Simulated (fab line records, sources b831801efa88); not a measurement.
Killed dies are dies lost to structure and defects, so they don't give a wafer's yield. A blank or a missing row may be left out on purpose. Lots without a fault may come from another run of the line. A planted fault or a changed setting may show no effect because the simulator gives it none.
fab line records | flow sky130
record lots=6 wafers=18 last_day=50
route steps=708 shown GATE_OXIDE@197 POLY_GATE@204 RES_PROTECT@206 PAD_OPEN@708
lots that met no fault: from a run of the same line without faults
start_h: hours from the record's first day to the start of the lot's first wafer shown | wait_h: hours since the lot's step before | " the same as in the row above | L1.1+2: a row that stands for several wafers | - no value, or no start given | * or withheld: withheld | < > ~ a bound
route shown NAME@n: a module of which the file shows steps, and the number in the route of the first | usual: mean/standard deviation of fault-free wafers | same: alike in all rows | chamber/n: place in a boat | sites: the reading at each site | _std_site: their standard deviation | _edge_site: outer sites' mean less inner sites' | radius_mm: how far each site lies from the wafer's centre | mask NAME#n: copy n | behind: the tool/chamber that last shaped the wafer | hold: why the lot was held/for how many hours/how that ended | device: the transistor (n, p or np) that didn't switch | end of line: the same wafers' tests at the end of the route | a step without rows: its recipe alone | killed: dies lost to structure and defects at the first sort, not the wafer's yield | map: a wafer's dies, x killed, . not, _ none there
set.NAME: the setting as run; set.NAME@STEP: as run at that earlier step | model.NAME: the simulator's own value behind a step, which no gauge read
lots at some steps of the route; a table a step, a row a wafer
services: from which hour (start_h, from the record's first day; less than 0 if before it) a tool's chamber was out of use, for how many hours, and why
## steps
# step SKY_GATE_OXIDE_OVL_MEAS_10
# usual GATE_OXIDE_OVL=-0.1/1.3
# columns lot.wafer tool chamber start_h wait_h GATE_OXIDE_OVL[nm]
L174.1 overlay-01 - 320.63 0.1 -1.5
L174.3 " - " " 0.3
L174.5 " - " " -2.0
L182.2 overlay-01 - 391.81 0.1 0.6
L182.3 " - " " 0.6
L182.4 " - " " 0.6
L186.1 overlay-02 - 420.90 0.1 1.6
L186.3 " - " " -0.2
L186.6 " - " " 2.4
L188.1 overlay-02 - 441.01 0.1 -0.9
L188.2 " - " " -1.1
L188.4 " - " " 0.1
L190.1 overlay-02 - 456.41 0.1 2.6
L190.3 " - " " 1.7
L190.5 " - " " 3.0
L194.1 overlay-01 - 492.06 0.1 0.1
L194.2 " - " " -0.4
L194.3 " - " " -1.2
# step SKY_GATE_OXIDE_IMPLANT_11
# recipe species=B energy_kev=10 dose_cm2=2.6e+12 tilt_deg=withheld
# step SKY_GATE_OXIDE_WET_ETCH_12
# recipe chemistry=dHF target_depth_nm=16.8 dry=n2_spin target=SiO2 dilution=100:1 temp_c=25 time_s=336
# step SKY_GATE_OXIDE_STRIP_13
# recipe chemistry=O2/N2 power_w=1400 pressure_mtorr=1500 platen_temp_c=withheld o2_flow_sccm=3000 n2_flow_sccm=300 overash_fraction=0.5
# usual drypump_motor_current_A=5.5/0.5 oes_product_au=0.715/0.0043 strip_time_to_endpoint_s=14.17/0.043
# columns lot.wafer tool chamber start_h wait_h drypump_motor_current_A oes_product_au rf_hours_counter_h strip_time_to_endpoint_s
L174.1 plasma_asher-04 1 320.94 0.0 4.8 0.719 50 14.19
L174.3 " 1 " " 4.8 0.714 - 14.14
L174.5 " 0 " " 6.2 0.711 - 14.06
L182.2 plasma_asher-01 0 392.11 0.0 5.7 0.723 28 14.21
L182.3 " 1 " " 5.6 0.719 - 14.11
L182.4 " 0 " " 5.7 0.716 - 14.21
L186.1 plasma_asher-04 0 421.19 0.0 6.2 0.714 60 14.19
L186.3 " 1 " " 4.8 0.715 - 14.18
L186.6 " 1 " " 4.8 0.718 - 14.18
L188.1 plasma_asher-01 0 441.29 0.0 5.7 0.712 32 14.20
L188.2 " 1 " " 5.6 0.719 32 14.17
L188.4 " 1 " " 5.6 0.713 - 14.17
L190.1 plasma_asher-04 1 456.69 0.0 4.8 0.712 64 14.15
L190.3 " 1 " " 4.8 0.710 - 14.11
L190.5 " 0 " " 6.2 0.719 - 14.12
L194.1 plasma_asher-01 1 492.34 0.0 5.6 0.713 38 14.10
L194.2 " 0 " " 5.7 0.724 38 14.09
L194.3 " 1 " " 5.6 0.712 - 14.10
# step SKY_GATE_OXIDE_TW_MEAS_14
# usual GATE_OXIDE_TW=224.4/1.4
# columns lot.wafer tool chamber start_h wait_h GATE_OXIDE_TW
L174.1 film_metro-04 - 321.04 0.1 226.7
L174.3 " - " " 226.4
L174.5 " - " " 226.4
L182.2 film_metro-02 - 392.22 0.1 224.1
L182.3 " - " " 223.7
L182.4 " - " " 224.8
L186.1 film_metro-01 - 421.29 0.1 224.0
L186.3 " - " " 223.4
L186.6 " - " " 223.0
L188.1 film_metro-04 - 441.39 0.1 223.3
L188.2 " - " " 222.6
L188.4 " - " " 222.7
L190.1 film_metro-02 - 456.79 0.1 224.2
L190.3 " - " " 225.4
L190.5 " - " " 224.9
L194.1 film_metro-01 - 492.44 0.1 223.6
L194.2 " - " " 224.9
L194.3 " - " " 224.9
# step SKY_GATE_OXIDE_CLEAN_15
# recipe chemistry=SC1/SC2 mix=1:4:20 temp_c=70 time_s=150 dry=n2_spin
# step SKY_GATE_OXIDE_OXIDATION_16
# recipe temp_c=800 ambient=O2 idle_temp_c=700 ramp_up_c_per_min=10 ramp_down_c_per_min=3 stabilise_s=600 purge_s=300 target_thk_a=35.7 ox_time_s=1915
# step SKY_POLY_GATE_CVD_00
# recipe material=poly-Si target_thk_nm=180 temp_c=620 time_s=720 pressure_mtorr=200
# step SKY_POLY_GATE_THK_MEAS_01
# recipe reads=poly-Si_of_POLY_GATE_CVD_00
# usual POLY_GATE_CVD_00_THK=179.4/1.5
# columns lot.wafer tool chamber start_h wait_h POLY_GATE_CVD_00_THK[nm]
L174.1 film_metro-03 - 324.61 0.0 177.9
L174.3 " - " " 177.6
L174.5 " - " " 176.8
L182.2 film_metro-01 - 395.07 0.0 178.6
L182.3 " - " " 179.0
L182.4 " - " " 178.9
L186.1 film_metro-03 - 424.87 0.0 180.6
L186.3 " - " " 179.9
L186.6 " - " " 181.6
L188.1 film_metro-01 - 444.87 0.0 177.2
L188.2 " - " " 177.0
L188.4 " - " " 176.3
L190.1 film_metro-02 - 460.18 0.0 179.7
L190.3 " - " " 179.7
L190.5 " - " " 178.9
L194.1 film_metro-03 - 496.28 0.0 179.7
L194.2 " - " " 178.5
L194.3 " - " " 179.2
# step SKY_RES_PROTECT_DEHYDRATE_00
# recipe temp_c=200 time_s=60
# step SKY_RES_PROTECT_HMDS_01
# recipe prime_time_s=60 prime_temp_c=120
# step SKY_RES_PROTECT_COAT_02
# recipe resist=NOVOLAK spin_rpm=3000 resist_thk_nm=1140
# step SKY_RES_PROTECT_SOFTBAKE_03
# recipe temp_c=90 time_s=60 resist=NOVOLAK
# usual chill_plate_temp_C=23.00/0.11 heater_power_total_W=56.60/0.045 plate_temp_C=90.05/0.13 run_length_s=89.06/0.18
# columns lot.wafer tool chamber start_h wait_h chill_plate_temp_C heater_power_total_W plate_temp_C run_length_s
L174.1 litho_track-04 0 337.75 0.1 23.01 56.55 90.00 88.88
L174.3 " 0 " " 23.00 56.54 90.00 88.96
L174.5 " 0 " " 22.92 56.52 89.92 89.07
L182.2 litho_track-01 0 409.99 0.1 23.15 57.51 - 86.07
L182.3 " 0 " " 23.02 57.60 - 85.91
L182.4 " 0 " " 23.36 57.63 - 85.86
L186.1 litho_track-01 0 440.66 0.1 23.01 57.56 - 85.97
L186.3 " 0 " " 22.92 57.63 - 85.90
L186.6 " 0 " " 22.76 57.64 - 86.08
L188.1 litho_track-03 0 460.01 0.1 23.04 56.65 89.89 88.81
L188.2 " 0 " " 23.12 56.55 90.05 88.82
L188.4 " 0 " " 23.05 56.56 90.19 89.05
L190.1 litho_track-04 0 475.95 0.1 22.97 56.53 90.00 88.87
L190.3 " 0 " " 22.81 56.53 89.99 89.06
L190.5 " 0 " " 22.81 56.65 90.17 88.93
L194.1 litho_track-01 0 510.91 0.1 23.09 56.57 90.18 89.57
L194.2 " 0 " " 23.15 56.63 90.05 89.28
L194.3 " 0 " " 23.14 56.55 90.03 89.18
# step SKY_RES_PROTECT_EXPOSE_04
# recipe mask_id=RPM na=0.6 source_shape=conventional sigma_outer=0.6 polarization=unpolarized target_cd_nm=1270 dose_mj=131
# step SKY_PAD_OPEN_PROBE_99
# usual killed_at_M0_to_M3=43/7.2 killed_at_M4_up=3.0/2 killed_at_contacts=24/5.5 killed_at_front_end=15/4.2 killed_at_other=0.3/0.51 killed_dies=85/10 killed_open=46/7.3 killed_short=38/6.4
# same gross_dies=492 killed_at_back_side=0
# columns lot.wafer tool chamber start_h wait_h killed_at_M0_to_M3 killed_at_M4_up killed_at_contacts killed_at_front_end killed_at_other killed_dies killed_open killed_short
L174.1 prober-01 - 1090.68 0.1 48 2 27 8 0 85 47 38
L174.3 prober-01 - 1090.78 0.2 44 1 26 12 0 83 59 24
L174.5 prober-01 - 1090.88 0.2 41 2 22 4 1 70 44 26
L186.1 prober-02 - 1156.55 0.1 42 3 36 15 1 97 49 48
L186.3 prober-02 - 1156.65 0.2 36 3 27 14 0 80 48 32
L186.6 prober-02 - 1156.80 0.2 50 0 23 18 0 91 49 42
L188.1 prober-02 - 1171.83 0.1 27 4 29 13 1 74 36 38
L188.2 prober-02 - 1171.88 0.1 40 2 28 20 0 90 48 42
L188.4 prober-02 - 1171.98 0.2 39 2 21 23 1 86 53 33
L190.1 prober-02 - 1178.93 0.1 43 1 12 19 1 76 42 34
L190.3 prober-02 - 1179.03 0.2 35 5 26 11 0 77 42 35
L190.5 prober-02 - 1179.13 0.2 51 4 22 8 0 85 49 36
L194.1 prober-02 - 1197.59 0.1 54 4 22 13 0 93 52 41
L194.2 prober-02 - 1197.64 0.1 54 1 23 19 0 97 57 40
L194.3 prober-02 - 1197.69 0.2 52 3 26 18 1 100 55 45
# killed by level:class
L174.1 VIA1:geometric_particle:open=11 CONTACT:geometric_particle:open=10 LI_CONTACT:geometric_particle:open=7 VIA2:geometric_particle:open=6 METAL2:geometric_particle:short=6 VIA1:geometric_particle:short=5 VIA3:geometric_particle:short=5 VIA3:geometric_particle:open=5
L174.3 CONTACT:geometric_particle:open=13 VIA1:geometric_particle:open=10 VIA3:geometric_particle:open=9 LI_CONTACT:geometric_particle:open=8 VIA2:geometric_particle:open=5 VIA2:geometric_particle:short=5 FIELD_ISO:geometric_particle:open=4 POLY_GATE:geometric_particle:open=3
L174.5 CONTACT:geometric_particle:open=11 VIA1:geometric_particle:open=10 VIA1:geometric_particle:short=9 LI_CONTACT:geometric_particle:open=7 VIA2:geometric_particle:open=6 VIA3:geometric_particle:open=6 METAL2:geometric_particle:short=5 FIELD_ISO:geometric_particle:short=2
L186.1 CONTACT:geometric_particle:open=12 LI_CONTACT:geometric_particle:open=9 CONTACT:geometric_particle:short=9 VIA3:geometric_particle:open=8 METAL1:geometric_particle:short=7 VIA1:geometric_particle:open=7 LOCAL_INTERCONNECT:geometric_particle:short=6 METAL2:geometric_particle:short=6
L186.3 VIA1:geometric_particle:open=14 CONTACT:geometric_particle:open=11 LI_CONTACT:geometric_particle:open=6 FIELD_ISO:geometric_particle:open=5 METAL2:geometric_particle:short=5 POLY_GATE:geometric_particle:short=5 CONTACT:geometric_particle:short=4 LI_CONTACT:geometric_particle:short=3
L186.6 CONTACT:geometric_particle:open=10 VIA1:geometric_particle:open=9 FIELD_ISO:geometric_particle:open=8 VIA2:geometric_particle:open=8 VIA1:geometric_particle:short=7 METAL3:geometric_particle:short=5 METAL1:geometric_particle:short=5 LI_CONTACT:geometric_particle:open=4
L188.1 CONTACT:geometric_particle:open=11 METAL1:geometric_particle:short=7 FIELD_ISO:geometric_particle:short=6 VIA1:geometric_particle:open=6 LI_CONTACT:geometric_particle:open=6 LOCAL_INTERCONNECT:geometric_particle:short=6 CONTACT:geometric_particle:short=5 POLY_GATE:geometric_particle:open=3
L188.2 VIA1:geometric_particle:open=10 VIA2:geometric_particle:open=9 CONTACT:geometric_particle:open=9 FIELD_ISO:geometric_particle:open=7 FIELD_ISO:geometric_particle:short=7 LI_CONTACT:geometric_particle:open=7 CONTACT:geometric_particle:short=6 VIA1:geometric_particle:short=6
L188.4 VIA1:geometric_particle:open=12 FIELD_ISO:geometric_particle:open=9 FIELD_ISO:geometric_particle:short=7 LI_CONTACT:geometric_particle:open=7 METAL2:geometric_particle:short=7 CONTACT:geometric_particle:open=6 VIA2:geometric_particle:open=6 VIA1:geometric_particle:short=4
L190.1 METAL2:geometric_particle:short=8 VIA3:geometric_particle:open=8 VIA1:geometric_particle:open=8 VIA2:geometric_particle:open=7 LI_CONTACT:geometric_particle:open=6 FIELD_ISO:geometric_particle:open=5 POLY_GATE:geometric_particle:short=5 VIA1:geometric_particle:short=4
L190.3 CONTACT:geometric_particle:short=9 VIA1:geometric_particle:open=8 LI_CONTACT:geometric_particle:open=7 CONTACT:geometric_particle:open=7 METAL2:geometric_particle:short=6 VIA2:geometric_particle:open=6 VIA3:geometric_particle:open=5 VIA1:geometric_particle:short=4
L190.5 VIA1:geometric_particle:open=17 CONTACT:geometric_particle:open=10 METAL1:geometric_particle:short=8 VIA3:geometric_particle:open=5 FIELD_ISO:geometric_particle:open=4 LI_CONTACT:geometric_particle:open=4 CONTACT:geometric_particle:short=4 VIA1:geometric_particle:short=4
L194.1 VIA1:geometric_particle:open=19 LI_CONTACT:geometric_particle:open=7 CONTACT:geometric_particle:open=7 VIA3:geometric_particle:open=6 VIA2:geometric_particle:open=6 VIA2:geometric_particle:short=5 METAL2:geometric_particle:short=5 VIA1:geometric_particle:short=5
L194.2 VIA1:geometric_particle:open=11 VIA2:geometric_particle:open=11 CONTACT:geometric_particle:open=8 LI_CONTACT:geometric_particle:open=7 VIA3:geometric_particle:short=7 FIELD_ISO:geometric_particle:short=5 FIELD_ISO:geometric_particle:open=4 LOCAL_INTERCONNECT:geometric_particle:short=4
L194.3 VIA1:geometric_particle:open=17 CONTACT:geometric_particle:open=11 METAL2:geometric_particle:short=8 POLY_GATE:geometric_particle:short=7 VIA3:geometric_particle:open=6 LI_CONTACT:geometric_particle:open=5 CONTACT:geometric_particle:short=5 METAL1:geometric_particle:short=5
## services
# columns tool chamber start_h hours kind
plasma_asher-04 - 414.44 2.8 pm
plasma_asher-01 - 418.91 2.3 repair
plasma_asher-04 - 441.30 0.4 repair
## key
first_sign step=SKY_RES_PROTECT_SOFTBAKE_03 reading=heater_power_total_W direction=up sigmas=22 usual=* struck=*
effect step=SKY_RES_PROTECT_SOFTBAKE_03 reading=run_length_s direction=down sigmas=17 usual=* struck=*
met_at SKY_RES_PROTECT_SOFTBAKE_03
struck_wafers L182.2,L182.3,L182.4,L186.1,L186.3,L186.6
tester_left_out L182,L186
fault kind=process_parameter_drift tool=litho_track-01 chamber=- onset_h=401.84 steps=SKY_RES_PROTECT_SOFTBAKE_03 channel=time_s offset=* shape=step end_h=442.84 acts_in=* stated=*
# tester_left_out: of these lots the tester's yield and bins aren't shown, on N5 and GAA mostly nor the transistor test; their killed dies are dies lost to structure and defects alone, not to doping, threshold or leakage, so they don't give the yield
